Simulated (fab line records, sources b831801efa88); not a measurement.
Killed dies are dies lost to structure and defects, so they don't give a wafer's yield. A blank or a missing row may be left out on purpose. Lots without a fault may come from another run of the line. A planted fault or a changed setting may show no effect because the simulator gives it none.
fab line records | flow sky130
record lots=24 wafers=72 last_day=50
route steps=708 shown LI_CONTACT@378 VIA1@471 METAL2@486 CAPM@540
lots that met no fault: from a run of the same line without faults
start_h: hours from the record's first day to the start of the lot's first wafer shown | wait_h: hours since the lot's step before | " the same as in the row above | L1.1+2: a row that stands for several wafers | - no value, or no start given | * or withheld: withheld | < > ~ a bound
route shown NAME@n: a module of which the file shows steps, and the number in the route of the first | usual: mean/standard deviation of fault-free wafers | same: alike in all rows | chamber/n: place in a boat | sites: the reading at each site | _std_site: their standard deviation | _edge_site: outer sites' mean less inner sites' | radius_mm: how far each site lies from the wafer's centre | mask NAME#n: copy n | behind: the tool/chamber that last shaped the wafer | hold: why the lot was held/for how many hours/how that ended | device: the transistor (n, p or np) that didn't switch | end of line: the same wafers' tests at the end of the route | a step without rows: its recipe alone | killed: dies lost to structure and defects at the first sort, not the wafer's yield | map: a wafer's dies, x killed, . not, _ none there
set.NAME: the setting as run; set.NAME@STEP: as run at that earlier step | model.NAME: the simulator's own value behind a step, which no gauge read
steps of the route over a sample of lots; a table a step, a row a wafer
services: from which hour (start_h, from the record's first day; less than 0 if before it) a tool's chamber was out of use, for how many hours, and why
## steps
# step SKY_LI_CONTACT_STRIP_16
# recipe chemistry=O2/N2 power_w=1400 pressure_mtorr=1500 platen_temp_c=withheld o2_flow_sccm=3000 n2_flow_sccm=300 overash_fraction=0.5
# usual drypump_motor_current_A=5.7/0.42 n2_flow_sccm=300.0/0.85 oes_product_au=0.375/0.005 strip_time_to_endpoint_s=3.48/0.035
# columns lot.wafer tool chamber start_h wait_h drypump_motor_current_A n2_flow_sccm oes_product_au rf_hours_counter_h strip_time_to_endpoint_s
L074.1 plasma_asher-01 1 671.87 - 5.5 300.4 0.369 54 3.44
L074.2 " 0 " " 5.8 300.3 0.378 54 3.44
L074.5 " 1 " " 5.5 299.7 0.376 - 3.49
L075.1 plasma_asher-02 0 674.78 - 5.7 300.0 0.372 86 3.54
L075.4 " 1 " " 5.5 299.0 0.374 - 3.44
L075.5 " 1 " " 5.5 298.6 0.371 - 3.44
L076.1 plasma_asher-01 0 694.62 - 5.8 299.2 0.373 56 3.57
L076.3 " 0 " " 5.8 299.1 0.377 - 3.48
L076.5 " 1 " " 5.5 300.0 0.378 - 3.49
L077.1 plasma_asher-03 1 708.12 - 5.0 299.9 0.388 28 3.46
L077.4 " 1 " " 5.0 298.8 0.375 - 3.49
L077.5 " 0 " " 6.5 300.3 0.387 - 3.50
L079.2 plasma_asher-03 0 723.73 - 6.5 299.2 0.381 30 3.48
L079.4 " 0 " " 6.5 299.4 0.379 - 3.50
L079.5 " 0 " " 6.5 299.5 0.373 - 3.48
L078.3 plasma_asher-03 0 725.31 - 6.5 300.8 0.377 - 3.48
L078.4 " 1 " " 5.0 300.2 0.373 - 3.44
L078.6 " 0 " " 6.5 301.3 0.377 - 3.47
L080.1 plasma_asher-01 1 734.17 - 5.5 299.2 0.375 60 3.61
L080.4 " 0 " " 5.8 299.1 0.378 - 3.48
L080.5 " 0 " " 5.8 299.3 0.379 - 3.57
L081.3 plasma_asher-01 1 741.85 - 5.5 299.6 0.370 - 3.47
L081.5 " 0 " " 5.8 300.6 0.375 - 3.48
L081.6 " 1 " " 5.5 301.2 0.369 - 3.52
L082.1 plasma_asher-03 1 742.48 - 5.0 300.0 0.375 32 3.51
L082.3 " 0 " " 6.5 301.3 0.387 - 3.50
L082.5 " 1 " " 5.0 299.9 0.382 - 3.52
L083.1 plasma_asher-02 1 743.93 - 5.4 300.0 0.374 93 3.48
L083.5 " 1 " " 5.5 300.8 0.373 - 3.48
L083.6 " 0 " " 5.7 301.3 0.380 - 3.49
L084.1 plasma_asher-02 1 757.27 - 5.5 299.5 0.386 94 3.44
L084.3 " 0 " " 5.7 299.7 0.377 - 3.48
L084.5 " 0 " " 5.7 300.9 0.367 - 3.45
L085.1 plasma_asher-03 0 767.52 - 6.5 301.5 0.370 34 3.46
L085.3 " 1 " " 5.0 300.8 0.370 - 3.47
L085.4 " 0 " " 6.5 300.2 0.372 - 3.44
L086.1 plasma_asher-02 1 773.07 - 5.4 300.1 0.374 96 3.51
L086.2 " 0 " " 5.7 300.7 0.382 96 3.45
L086.6 " 1 " " 5.5 300.6 0.365 - 3.45
L087.1 plasma_asher-03 0 789.33 - 6.5 300.5 0.383 36 3.49
L087.2 " 1 " " 5.0 300.0 0.378 36 3.51
L087.4 " 0 " " 6.5 301.1 0.377 - 3.50
L088.2 plasma_asher-01 0 790.77 - 5.8 299.6 0.382 66 3.45
L088.3 " 0 " " 5.8 298.9 0.374 - 3.47
L088.6 " 1 " " 5.5 301.0 0.377 - 3.48
L089.3 plasma_asher-01 1 797.50 - 5.5 301.2 0.376 - 3.43
L089.4 " 0 " " 5.8 300.5 0.371 - 3.43
L089.5 " 1 " " 5.5 300.2 0.372 - 3.47
L090.2 plasma_asher-01 0 807.88 - 5.8 300.9 0.378 68 3.54
L090.3 " 0 " " 5.8 300.7 0.382 - 3.48
L090.4 " 1 " " 5.5 300.6 0.372 - 3.42
L092.2 plasma_asher-02 0 827.07 - 5.7 299.7 0.374 101 3.47
L092.5 " 0 " " 5.7 299.0 0.383 - 3.51
L092.6 " 1 " " 5.5 300.8 0.377 - 3.50
L091.2 plasma_asher-03 1 830.62 - 5.0 299.2 0.369 41 3.48
L091.4 " 1 " " 5.0 300.3 0.372 - 3.49
L091.5 " 0 " " 6.5 300.3 0.373 - 3.44
L093.2 plasma_asher-01 1 832.28 - 5.5 298.8 0.372 71 3.48
L093.3 " 1 " " 5.5 299.2 0.372 - 3.47
L093.5 " 0 " " 5.8 299.4 0.376 - 3.50
L094.2 plasma_asher-02 1 834.02 - 5.5 299.4 0.373 102 3.42
L094.3 " 0 " " 5.7 299.5 0.378 - 3.43
L094.5 " 1 " " 5.4 300.1 0.367 - 3.47
L095.1 plasma_asher-01 0 844.17 - 5.8 301.5 0.375 72 3.45
L095.2 " 1 " " 5.5 299.3 0.372 72 3.48
L095.3 " 0 " " 5.8 301.2 0.376 - 3.48
L096.1 plasma_asher-02 1 847.47 - 5.5 299.4 0.369 103 3.45
L096.3 " 1 " " 5.5 298.9 0.366 - 3.41
L096.6 " 1 " " 5.4 298.5 0.378 - 3.44
L097.1 plasma_asher-01 1 852.37 - 5.5 299.5 0.370 73 3.44
L097.2 " 0 " " 5.8 301.2 0.373 73 3.42
L097.4 " 0 " " 5.8 300.9 0.382 - 3.47
# step SKY_VIA1_OVL_MEAS_13
# usual VIA1_OVL=-2/5.6
# columns lot.wafer tool chamber start_h wait_h VIA1_OVL[nm]
L074.1 overlay-02 - 788.82 0.1 1
L074.2 " - " " -9
L074.5 " - " " -1
L075.1 overlay-02 - 791.02 0.1 6
L075.4 " - " " -4
L075.5 " - " " -2
L076.1 overlay-02 - 809.80 0.1 4
L076.3 " - " " -1
L076.5 " - " " 1
L077.1 overlay-01 - 823.06 0.1 0
L077.4 " - " " -3
L077.5 " - " " 5
L079.2 overlay-01 - 837.06 0.1 0
L079.4 " - " " -2
L079.5 " - " " -10
L078.3 overlay-02 - 839.32 0.1 6
L078.4 " - " " -6
L078.6 " - " " -6
L080.1 overlay-02 - 848.71 0.1 -4
L080.4 " - " " 2
L080.5 " - " " -6
L081.3 overlay-02 - 856.28 0.1 -1
L081.5 " - " " 0
L081.6 " - " " -2
L082.1 overlay-01 - 856.62 0.1 2
L082.3 " - " " 0
L082.5 " - " " 3
L083.1 overlay-01 - 856.75 0.1 -5
L083.5 " - " " -7
L083.6 " - " " 0
L084.1 overlay-01 - 870.22 0.1 -2
L084.3 " - " " -4
L084.5 " - " " 0
L085.1 overlay-01 - 879.75 0.1 -11
L085.3 " - " " -9
L085.4 " - " " 2
L086.1 overlay-01 - 883.81 0.1 -3
L086.2 " - " " -4
L086.6 " - " " 0
L087.1 overlay-01 - 899.81 0.1 -10
L087.2 " - " " 0
L087.4 " - " " -5
L088.2 overlay-01 - 901.56 0.1 -3
L088.3 " - " " -2
L088.6 " - " " -12
L089.3 overlay-02 - 907.73 0.1 -15
L089.4 " - " " -6
L089.5 " - " " -10
L090.2 overlay-01 - 917.21 0.1 -3
L090.3 " - " " -3
L090.4 " - " " 2
L092.2 overlay-01 - 935.07 0.1 5
L092.5 " - " " -3
L092.6 " - " " 1
L091.2 overlay-02 - 940.56 0.1 2
L091.4 " - " " 6
L091.5 " - " " -5
L093.2 overlay-02 - 940.91 0.1 5
L093.3 " - " " -3
L093.5 " - " " 0
L094.2 overlay-02 - 942.06 0.1 -6
L094.3 " - " " 0
L094.5 " - " " 1
L095.1 overlay-02 - 951.85 0.1 -8
L095.2 " - " " 9
L095.3 " - " " -6
L096.1 overlay-01 - 955.52 0.1 -9
L096.3 " - " " -12
L096.6 " - " " 0
L097.1 overlay-02 - 959.26 0.1 7
L097.2 " - " " 7
L097.4 " - " " 7
# step SKY_VIA1_RS_MEAS_22
# recipe thk_meas_gauge=four-point-probe reads=W_of_VIA1_CVD_21+TiN_of_VIA1_SPUTTER_20
# usual VIA1_W_RS=0.426/0.0069
# columns lot.wafer tool chamber start_h wait_h VIA1_W_RS[ohm/sq]
L074.1 film_metro-04 - 789.69 0.1 0.424
L074.2 " - " " 0.437
L074.5 " - " " 0.439
L075.1 film_metro-04 - 792.39 0.1 0.431
L075.4 " - " " 0.419
L075.5 " - " " 0.431
L076.1 film_metro-01 - 810.67 0.1 0.425
L076.3 " - " " 0.435
L076.5 " - " " 0.427
L077.1 film_metro-04 - 823.93 0.1 0.414
L077.4 " - " " 0.422
L077.5 " - " " 0.419
L079.2 film_metro-01 - 837.95 0.1 0.415
L079.4 " - " " 0.414
L079.5 " - " " 0.420
L078.3 film_metro-02 - 840.22 0.1 0.428
L078.4 " - " " 0.418
L078.6 " - " " 0.429
L080.1 film_metro-02 - 849.58 0.1 0.429
L080.4 " - " " 0.433
L080.5 " - " " 0.432
L081.3 film_metro-02 - 857.18 0.1 0.430
L081.5 " - " " 0.418
L081.6 " - " " 0.436
L082.1 film_metro-01 - 857.49 0.1 0.433
L082.3 " - " " 0.434
L082.5 " - " " 0.436
L083.1 film_metro-04 - 857.62 0.1 0.431
L083.5 " - " " 0.425
L083.6 " - " " 0.426
L084.1 film_metro-04 - 871.09 0.1 0.433
L084.3 " - " " 0.432
L084.5 " - " " 0.426
L085.1 film_metro-02 - 880.66 0.1 0.418
L085.3 " - " " 0.418
L085.4 " - " " 0.421
L086.1 film_metro-04 - 884.68 0.1 0.434
L086.2 " - " " 0.427
L086.6 " - " " 0.433
L087.1 film_metro-01 - 900.71 0.1 0.432
L087.2 " - " " 0.429
L087.4 " - " " 0.430
L088.2 film_metro-04 - 902.45 0.1 0.432
L088.3 " - " " 0.417
L088.6 " - " " 0.433
L089.3 film_metro-02 - 908.67 0.1 0.425
L089.4 " - " " 0.426
L089.5 " - " " 0.430
L090.2 film_metro-02 - 918.19 0.1 0.415
L090.3 " - " " 0.412
L090.4 " - " " 0.412
L092.2 film_metro-04 - 935.99 0.1 0.418
L092.5 " - " " 0.428
L092.6 " - " " 0.416
L091.2 film_metro-01 - 941.45 0.1 0.430
L091.4 " - " " 0.433
L091.5 " - " " 0.430
L093.2 film_metro-02 - 941.80 0.1 0.418
L093.3 " - " " 0.422
L093.5 " - " " 0.418
L094.2 film_metro-02 - 942.95 0.1 0.434
L094.3 " - " " 0.437
L094.5 " - " " 0.433
L095.1 film_metro-04 - 952.76 0.1 0.422
L095.2 " - " " 0.417
L095.3 " - " " 0.420
L096.1 film_metro-04 - 956.39 0.1 0.429
L096.3 " - " " 0.430
L096.6 " - " " 0.427
L097.1 film_metro-04 - 960.16 0.1 0.429
L097.2 " - " " 0.428
L097.4 " - " " 0.428
# step SKY_METAL2_SPUTTER_03
# recipe material=Ti target_thk_nm=5 power_w=3000 time_s=3.3 chamber_pressure_pa=0.4
# usual throttle_valve_pct=29.7/0.7
# columns lot.wafer tool chamber start_h wait_h throttle_valve_pct
L074.1 pvd_sputter-02 - 790.24 0.0 29.0
L074.2 " - " " 28.9
L074.5 " - " " 29.4
L075.1 pvd_sputter-02 - 792.94 0.0 29.0
L075.4 " - " " 29.2
L075.5 " - " " 29.2
L076.1 pvd_sputter-02 - 811.23 0.0 29.1
L076.3 " - " " 29.1
L076.5 " - " " 29.1
L077.1 pvd_sputter-02 - 824.48 0.0 29.0
L077.4 " - " " 29.1
L077.5 " - " " 29.2
L079.2 pvd_sputter-01 - 838.48 0.0 31.3
L079.4 " - " " 30.5
L079.5 " - " " 30.0
L078.3 pvd_sputter-01 - 840.73 0.0 29.9
L078.4 " - " " 31.1
L078.6 " - " " 29.8
L080.1 pvd_sputter-01 - 850.14 0.0 29.6
L080.4 " - " " 29.9
L080.5 " - " " 30.5
L081.3 pvd_sputter-02 - 857.69 0.0 29.2
L081.5 " - " " 29.2
L081.6 " - " " 28.9
L082.1 pvd_sputter-01 - 858.04 0.0 29.8
L082.3 " - " " 30.1
L082.5 " - " " 29.9
L083.1 pvd_sputter-02 - 858.34 0.0 29.2
L083.5 " - " " 29.1
L083.6 " - " " 28.8
L084.1 pvd_sputter-03 - 871.64 0.0 30.6
L084.3 " - " " 30.1
L084.5 " - " " 30.4
L085.1 pvd_sputter-03 - 881.35 0.0 30.6
L085.3 " - " " 29.0
L085.4 " - " " 29.8
L086.1 pvd_sputter-02 - 885.23 0.0 29.1
L086.2 " - " " 29.2
L086.6 " - " " 28.8
L087.1 pvd_sputter-01 - 901.26 0.0 29.8
L087.2 " - " " 29.8
L087.4 " - " " 30.8
L088.2 pvd_sputter-01 - 902.98 0.0 30.0
L088.3 " - " " 29.9
L088.6 " - " " 31.1
L089.3 pvd_sputter-02 - 909.20 0.0 29.3
L089.4 " - " " 29.0
L089.5 " - " " 29.1
L090.2 pvd_sputter-02 - 918.72 0.0 29.4
L090.3 " - " " 28.8
L090.4 " - " " 29.1
L092.2 pvd_sputter-03 - 936.52 0.0 29.9
L092.5 " - " " 29.2
L092.6 " - " " 30.4
L091.2 pvd_sputter-02 - 941.98 0.0 29.2
L091.4 " - " " 29.0
L091.5 " - " " 29.0
L093.2 pvd_sputter-01 - 942.40 0.0 30.5
L093.3 " - " " 31.1
L093.5 " - " " 30.6
L094.2 pvd_sputter-03 - 943.48 0.0 30.6
L094.3 " - " " 29.9
L094.5 " - " " 30.7
L095.1 pvd_sputter-03 - 953.32 0.0 29.8
L095.2 " - " " 30.7
L095.3 " - " " 29.3
L096.1 pvd_sputter-03 - 956.94 0.0 30.7
L096.3 " - " " 30.5
L096.6 " - " " 30.5
L097.1 pvd_sputter-02 - 960.71 0.0 29.2
L097.2 " - " " 29.0
L097.4 " - " " 29.5
# step SKY_METAL2_THK_MEAS_06
# recipe thk_meas_gauge=xrf reads=AlCu_of_METAL2_SPUTTER_02
# usual METAL2_ALCU_THK=247/3.9
# columns lot.wafer tool chamber start_h wait_h METAL2_ALCU_THK[nm]
L074.1 film_metro-04 - 790.43 0.1 249
L074.2 " - " " 249
L074.5 " - " " 248
L075.1 film_metro-03 - 793.13 0.1 251
L075.4 " - " " 252
L075.5 " - " " 253
L076.1 film_metro-03 - 811.41 0.1 254
L076.3 " - " " 252
L076.5 " - " " 253
L077.1 film_metro-03 - 824.67 0.1 248
L077.4 " - " " 249
L077.5 " - " " 252
L079.2 film_metro-01 - 838.68 0.1 239
L079.4 " - " " 242
L079.5 " - " " 242
L078.3 film_metro-01 - 840.94 0.1 242
L078.4 " - " " 241
L078.6 " - " " 243
L080.1 film_metro-03 - 850.34 0.1 243
L080.4 " - " " 243
L080.5 " - " " 244
L081.3 film_metro-03 - 857.90 0.1 247
L081.5 " - " " 247
L081.6 " - " " 249
L082.1 film_metro-04 - 858.23 0.1 242
L082.3 " - " " 242
L082.5 " - " " 245
L083.1 film_metro-03 - 858.53 0.1 248
L083.5 " - " " 248
L083.6 " - " " 246
L084.1 film_metro-04 - 871.83 0.1 243
L084.3 " - " " 244
L084.5 " - " " 244
L085.1 film_metro-03 - 881.53 0.1 247
L085.3 " - " " 250
L085.4 " - " " 250
L086.1 film_metro-01 - 885.42 0.1 249
L086.2 " - " " 252
L086.6 " - " " 253
L087.1 film_metro-01 - 901.45 0.1 241
L087.2 " - " " 243
L087.4 " - " " 243
L088.2 film_metro-03 - 903.18 0.1 245
L088.3 " - " " 244
L088.6 " - " " 243
L089.3 film_metro-03 - 909.41 0.1 246
L089.4 " - " " 250
L089.5 " - " " 250
L090.2 film_metro-03 - 918.92 0.1 247
L090.3 " - " " 250
L090.4 " - " " 247
L092.2 film_metro-01 - 936.72 0.1 244
L092.5 " - " " 245
L092.6 " - " " 243
L091.2 film_metro-01 - 942.18 0.1 248
L091.4 " - " " 251
L091.5 " - " " 247
L093.2 film_metro-03 - 942.62 0.1 246
L093.3 " - " " 242
L093.5 " - " " 244
L094.2 film_metro-03 - 943.68 0.1 245
L094.3 " - " " 245
L094.5 " - " " 244
L095.1 film_metro-03 - 953.50 0.1 247
L095.2 " - " " 246
L095.3 " - " " 244
L096.1 film_metro-01 - 957.13 0.1 242
L096.3 " - " " 242
L096.6 " - " " 242
L097.1 film_metro-03 - 960.90 0.1 253
L097.2 " - " " 256
L097.4 " - " " 250
# step SKY_CAPM_RS_MEAS_03
# recipe thk_meas_gauge=four-point-probe reads=TiN_of_CAPM_SPUTTER_02
# usual CAPM_TIN_RS=6.88/0.077
# columns lot.wafer tool chamber start_h wait_h CAPM_TIN_RS[ohm/sq]
L074.1 film_metro-02 - 846.94 0.1 6.75
L074.2 " - " " 6.87
L074.5 " - " " 6.81
L075.1 film_metro-04 - 849.66 0.1 6.80
L075.4 " - " " 6.79
L075.5 " - " " 6.72
L076.1 film_metro-02 - 866.20 0.1 6.84
L076.3 " - " " 6.76
L076.5 " - " " 6.74
L077.1 film_metro-03 - 879.45 0.1 6.84
L077.4 " - " " 6.79
L077.5 " - " " 6.71
L079.2 film_metro-04 - 893.85 0.1 6.92
L079.4 " - " " 6.97
L079.5 " - " " 7.05
L078.3 film_metro-04 - 896.20 0.1 6.93
L078.4 " - " " 6.95
L078.6 " - " " 6.94
L080.1 film_metro-04 - 905.62 0.1 6.81
L080.4 " - " " 6.88
L080.5 " - " " 6.87
L081.3 film_metro-02 - 911.61 0.1 6.84
L081.5 " - " " 6.99
L081.6 " - " " 6.81
L082.1 film_metro-03 - 913.64 0.1 6.91
L082.3 " - " " 6.97
L082.5 " - " " 6.90
L083.1 film_metro-04 - 913.95 0.1 6.92
L083.5 " - " " 6.83
L083.6 " - " " 6.85
L084.1 film_metro-03 - 926.15 0.1 6.89
L084.3 " - " " 6.81
L084.5 " - " " 6.95
L085.1 film_metro-03 - 935.29 0.1 6.94
L085.3 " - " " 6.81
L085.4 " - " " 6.86
L086.1 film_metro-04 - 939.32 0.1 7.02
L086.2 " - " " 6.92
L086.6 " - " " 6.96
L087.1 film_metro-04 - 954.60 0.1 6.93
L087.2 " - " " 6.88
L087.4 " - " " 6.81
L088.2 film_metro-04 - 956.06 0.1 6.83
L088.3 " - " " 6.84
L088.6 " - " " 6.81
L089.3 film_metro-03 - 962.90 0.1 6.74
L089.4 " - " " 6.87
L089.5 " - " " 6.77
L090.2 film_metro-04 - 971.27 0.1 6.91
L090.3 " - " " 7.00
L090.4 " - " " 6.90
L092.2 film_metro-03 - 988.16 0.1 6.98
L092.5 " - " " 6.93
L092.6 " - " " 6.86
L091.2 film_metro-03 - 994.25 0.1 6.91
L091.4 " - " " 6.81
L091.5 " - " " 6.95
L093.2 film_metro-04 - 994.55 0.1 7.03
L093.3 " - " " 6.86
L093.5 " - " " 7.00
L094.2 film_metro-03 - 994.85 0.1 6.85
L094.3 " - " " 6.86
L094.5 " - " " 6.94
L095.1 film_metro-04 - 1004.33 0.1 6.77
L095.2 " - " " 6.83
L095.3 " - " " 6.89
L096.1 film_metro-04 - 1006.89 0.1 6.89
L096.3 " - " " 6.97
L096.6 " - " " 6.93
L097.1 film_metro-03 - 1011.32 0.1 6.95
L097.2 " - " " 6.93
L097.4 " - " " 6.95
## services
# columns tool chamber start_h hours kind
pvd_sputter-02 - 664.77 8.3 repair
plasma_asher-01 - 671.51 0.3 repair
pvd_sputter-02 - 674.86 0.5 repair
pvd_sputter-03 - 697.02 0.5 repair
pvd_sputter-02 3 712.46 - consumable_replace:kit
pvd_sputter-02 3 712.46 18.0 scheduled_down
pvd_sputter-02 3 712.46 18.0 vent_cycle
pvd_sputter-01 - 718.27 99.2 repair
plasma_asher-02 - 757.50 0.7 repair
plasma_asher-02 - 804.33 2.8 pm
pvd_sputter-02 - 808.58 2.4 repair
plasma_asher-03 - 846.78 0.9 repair
pvd_sputter-02 - 847.72 1.0 repair
pvd_sputter-01 1 849.64 - consumable_replace:kit
plasma_asher-02 - 889.13 4.6 repair
pvd_sputter-02 2 894.57 - consumable_replace:kit
pvd_sputter-02 2 894.57 18.0 scheduled_down
pvd_sputter-02 2 894.57 18.0 vent_cycle
pvd_sputter-03 - 902.39 0.8 repair
pvd_sputter-03 - 904.13 4.3 repair
pvd_sputter-03 - 915.63 1.9 repair
plasma_asher-01 - 926.37 9.3 repair
pvd_sputter-01 - 933.67 6.5 repair
pvd_sputter-01 - 960.15 14.7 repair
## key
fault none
